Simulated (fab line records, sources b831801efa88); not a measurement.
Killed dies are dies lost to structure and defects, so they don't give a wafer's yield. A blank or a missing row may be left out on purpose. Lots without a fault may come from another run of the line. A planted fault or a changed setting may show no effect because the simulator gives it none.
fab line records | flow gf180mcu
record lots=7 wafers=21 last_day=34
route steps=602 shown NSD@240 PSD@248
lots that met no fault: from a run of the same line without faults
start_h: hours from the record's first day to the start of the lot's first wafer shown | wait_h: hours since the lot's step before | " the same as in the row above | L1.1+2: a row that stands for several wafers | - no value, or no start given | * or withheld: withheld | < > ~ a bound
route shown NAME@n: a module of which the file shows steps, and the number in the route of the first | usual: mean/standard deviation of fault-free wafers | same: alike in all rows | chamber/n: place in a boat | sites: the reading at each site | _std_site: their standard deviation | _edge_site: outer sites' mean less inner sites' | radius_mm: how far each site lies from the wafer's centre | mask NAME#n: copy n | behind: the tool/chamber that last shaped the wafer | hold: why the lot was held/for how many hours/how that ended | device: the transistor (n, p or np) that didn't switch | end of line: the same wafers' tests at the end of the route | a step without rows: its recipe alone | killed: dies lost to structure and defects at the first sort, not the wafer's yield | map: a wafer's dies, x killed, . not, _ none there
set.NAME: the setting as run; set.NAME@STEP: as run at that earlier step | model.NAME: the simulator's own value behind a step, which no gauge read
lots at some steps of the route; a table a step, a row a wafer
services: from which hour (start_h, from the record's first day; less than 0 if before it) a tool's chamber was out of use, for how many hours, and why
## steps
# step GF_NSD_PEB_05
# recipe temp_c=withheld time_s=* resist=NOVOLAK
# step GF_NSD_DEVELOP_06
# recipe develop_time_s=60 dev_temp_c=23
# step GF_NSD_CD_MEAS_07
# recipe target_cd_nm=400
# usual cd_nm=399.8/1.9
# columns lot.wafer tool chamber start_h wait_h cd_nm
L750.2 cd_sem-02 - 299.88 0.1 396.4
L750.5 " - " " 397.4
L750.6 " - " " 398.9
L757.4 cd_sem-02 - 364.67 0.1 402.8
L757.5 " - " " 400.9
L757.6 " - " " 400.6
L758.2 cd_sem-02 - 368.64 0.1 399.7
L758.4 " - " " 400.1
L758.6 " - " " 400.1
L759.1 cd_sem-02 - 383.92 0.1 403.0
L759.3 " - " " 401.7
L759.6 " - " " 403.4
L760.1 cd_sem-01 - 386.37 0.1 400.1
L760.2 " - " " 400.1
L760.3 " - " " 399.4
L768.2 cd_sem-02 - 449.40 0.1 401.9
L768.3 " - " " 401.2
L768.6 " - " " 399.7
L771.1 cd_sem-01 - 471.26 0.1 400.7
L771.2 " - " " 400.5
L771.3 " - " " 401.3
# step GF_NSD_OVL_MEAS_08
# usual NSD_OVL=-1.4/1.2
# columns lot.wafer tool chamber start_h wait_h NSD_OVL[nm]
L750.2 overlay-01 - 299.99 0.1 -4.1
L750.5 " - " " -3.4
L750.6 " - " " -2.9
L757.4 overlay-02 - 364.75 0.1 -2.4
L757.5 " - " " -1.1
L757.6 " - " " -1.8
L758.2 overlay-02 - 368.75 0.1 -0.7
L758.4 " - " " -1.0
L758.6 " - " " -1.3
L759.1 overlay-01 - 384.04 0.1 0.6
L759.3 " - " " -0.6
L759.6 " - " " 0.8
L760.1 overlay-01 - 386.52 0.1 -1.8
L760.2 " - " " -1.6
L760.3 " - " " -1.5
L768.2 overlay-01 - 449.51 0.1 1.4
L768.3 " - " " -0.5
L768.6 " - " " -2.8
L771.1 overlay-02 - 471.38 0.1 -1.4
L771.2 " - " " -2.1
L771.3 " - " " -1.5
# step GF_NSD_IMPLANT_09
# recipe species=As energy_kev=60 dose_cm2=4e+15 tilt_deg=7
# step GF_NSD_IMPLANT_10
# recipe species=P energy_kev=40 dose_cm2=5e+14 tilt_deg=7
# step GF_NSD_STRIP_11
# recipe chemistry=O2/N2 power_w=1400 pressure_mtorr=1500 platen_temp_c=250 o2_flow_sccm=3000 n2_flow_sccm=300 overash_fraction=0.5
# usual drypump_motor_current_A=5.77/0.21 heater_power_w=334/31 oes_product_au=0.487/0.0046 strip_time_to_endpoint_s=22.95/0.039
# columns lot.wafer tool chamber start_h wait_h drypump_motor_current_A heater_power_w oes_product_au rf_hours_counter_h strip_time_to_endpoint_s
L750.2 plasma_asher-03 0 300.32 0.1 5.71 378 0.480 62 22.97
L750.5 " 0 " " 5.74 377 0.485 - 22.93
L750.6 " 1 " " 5.65 359 0.482 - 22.95
L757.4 plasma_asher-02 1 365.10 0.1 5.87 329 0.482 - 22.90
L757.5 " 1 " " 5.84 331 0.488 - 22.90
L757.6 " 0 " " 5.69 308 0.487 - 22.90
L758.2 plasma_asher-03 1 369.08 0.1 5.66 360 0.488 69 22.93
L758.4 " 0 " " 5.69 376 0.492 - 22.94
L758.6 " 1 " " 5.67 358 0.483 - 22.91
L759.1 plasma_asher-02 0 384.38 0.1 5.68 311 0.473 28 22.95
L759.3 " 1 " " 5.88 331 0.492 - 22.95
L759.6 " 1 " " 5.88 335 0.488 - 22.95
L760.1 plasma_asher-02 0 386.85 0.1 5.64 311 0.482 29 22.99
L760.2 " 1 " " 5.86 334 0.488 29 22.96
L760.3 " 0 " " 5.67 326 0.490 - 23.00
L768.2 plasma_asher-02 0 449.84 0.1 5.67 303 0.489 36 22.98
L768.3 " 1 " " 5.83 326 0.491 - 22.96
L768.6 " 1 " " 5.80 336 0.484 - 22.94
L771.1 plasma_asher-02 0 471.71 0.1 5.68 311 0.489 39 22.94
L771.2 " 1 " " 5.87 330 0.487 39 22.95
L771.3 " 1 " " 5.88 333 0.491 - 22.97
# step GF_NSD_TW_MEAS_12
# usual NSD_TW=4257/34
# columns lot.wafer tool chamber start_h wait_h NSD_TW
L750.2 film_metro-02 - 300.43 0.1 4303
L750.5 " - " " 4323
L750.6 " - " " 4324
L757.4 film_metro-01 - 365.20 0.1 4233
L757.5 " - " " 4204
L757.6 " - " " 4203
L758.2 film_metro-02 - 369.19 0.1 4303
L758.4 " - " " 4298
L758.6 " - " " 4298
L759.1 film_metro-02 - 384.48 0.1 4302
L759.3 " - " " 4286
L759.6 " - " " 4276
L760.1 film_metro-02 - 386.95 0.1 4264
L760.2 " - " " 4298
L760.3 " - " " 4271
L768.2 film_metro-04 - 449.95 0.1 4223
L768.3 " - " " 4241
L768.6 " - " " 4237
L771.1 film_metro-04 - 471.81 0.1 4217
L771.2 " - " " 4255
L771.3 " - " " 4237
# step GF_PSD_DEHYDRATE_00
# recipe temp_c=200 time_s=60
# step GF_PSD_HMDS_01
# recipe prime_time_s=60 prime_temp_c=120
# step GF_PSD_COAT_02
# recipe resist=NOVOLAK spin_rpm=3000 resist_thk_nm=1000
# step GF_PSD_SOFTBAKE_03
# recipe temp_c=90 time_s=60 resist=NOVOLAK
# step GF_PSD_EXPOSE_04
# recipe mask_id=Pplus target_cd_nm=400 na=0.6 source_shape=conventional sigma_outer=0.6 dose_mj=140
# usual exposure_dose_mJ_cm2=140.03/0.12 focus_offset_nm=0.1/0.54
# columns lot.wafer tool chamber start_h wait_h mask exposure_dose_mJ_cm2 focus_offset_nm
L750.2 iline_stepper-01 0 310.73 - Pplus#0 139.79 0.1
L750.5 " 0 " " Pplus#0 139.96 -0.7
L750.6 " 0 " " Pplus#0 139.96 0.4
L757.4 iline_stepper-02 0 376.72 - Pplus#0 139.80 1.0
L757.5 " 0 " " Pplus#0 140.08 -0.2
L757.6 " 0 " " Pplus#0 139.98 -0.4
L758.2 iline_stepper-01 - 380.56 - Pplus#0 - -
L758.4 " - " " Pplus#0 - -
L758.6 " - " " Pplus#0 - -
L759.1 iline_stepper-01 - 396.04 - Pplus#0 - -
L759.3 " - " " Pplus#0 - -
L759.6 " - " " Pplus#0 - -
L760.1 iline_stepper-01 - 398.93 - Pplus#0 - -
L760.2 " - " " Pplus#0 - -
L760.3 " - " " Pplus#0 - -
L768.2 iline_stepper-02 0 462.60 - Pplus#0 140.24 0.6
L768.3 " 0 " " Pplus#0 139.89 -0.2
L768.6 " 0 " " Pplus#0 139.92 0.6
L771.1 iline_stepper-01 0 483.91 - Pplus#0 140.00 0.4
L771.2 " 0 " " Pplus#0 139.99 0.6
L771.3 " 0 " " Pplus#0 140.01 0.8
# step GF_PSD_PEB_05
# recipe temp_c=withheld time_s=* resist=NOVOLAK
## services
# columns tool chamber start_h hours kind
iline_stepper-02 - 281.15 1.7 pm
plasma_asher-03 - 283.32 1.3 repair
plasma_asher-03 - 289.55 2.9 repair
iline_stepper-02 - 308.07 8.2 repair
plasma_asher-02 - 310.85 2.8 pm
iline_stepper-01 - 334.06 1.7 pm
plasma_asher-03 - 339.36 3.4 repair
plasma_asher-03 - 357.17 2.8 pm
plasma_asher-03 - 392.26 1.7 repair
plasma_asher-03 - 393.72 7.6 repair
plasma_asher-03 - 421.25 9.0 pm
plasma_asher-03 0 421.25 9.0 vent_cycle
plasma_asher-03 1 421.25 9.0 vent_cycle
plasma_asher-03 0 430.25 - clean
plasma_asher-03 1 430.25 - clean
plasma_asher-03 - 457.43 9.3 repair
## key
first_sign step=GF_PSD_EXPOSE_04 reading=tool_record direction=missing
effect none on later readings
met_at GF_PSD_EXPOSE_04
struck_wafers L758.2,L758.4,L758.6,L759.1,L759.3,L759.6,L760.1,L760.2,L760.3
sort_left_out L758.2,L758.4,L758.6,L759.1,L759.3,L759.6,L760.1,L760.2,L760.3
tester_left_out L758,L759,L760
onset_between 310.73 380.56
fault kind=skipped_step_whole tool=iline_stepper-01 chamber=- onset_h=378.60 steps=GF_PSD_EXPOSE_04 scope=struck_lots_only
# tester_left_out: of these lots the tester's yield and bins aren't shown, on N5 and GAA mostly nor the transistor test; their killed dies are dies lost to structure and defects alone, not to doping, threshold or leakage, so they don't give the yield
# sort_left_out: the simulated sort isn't trusted on such a fault, so these wafers' sort isn't shown, and their yield isn't known
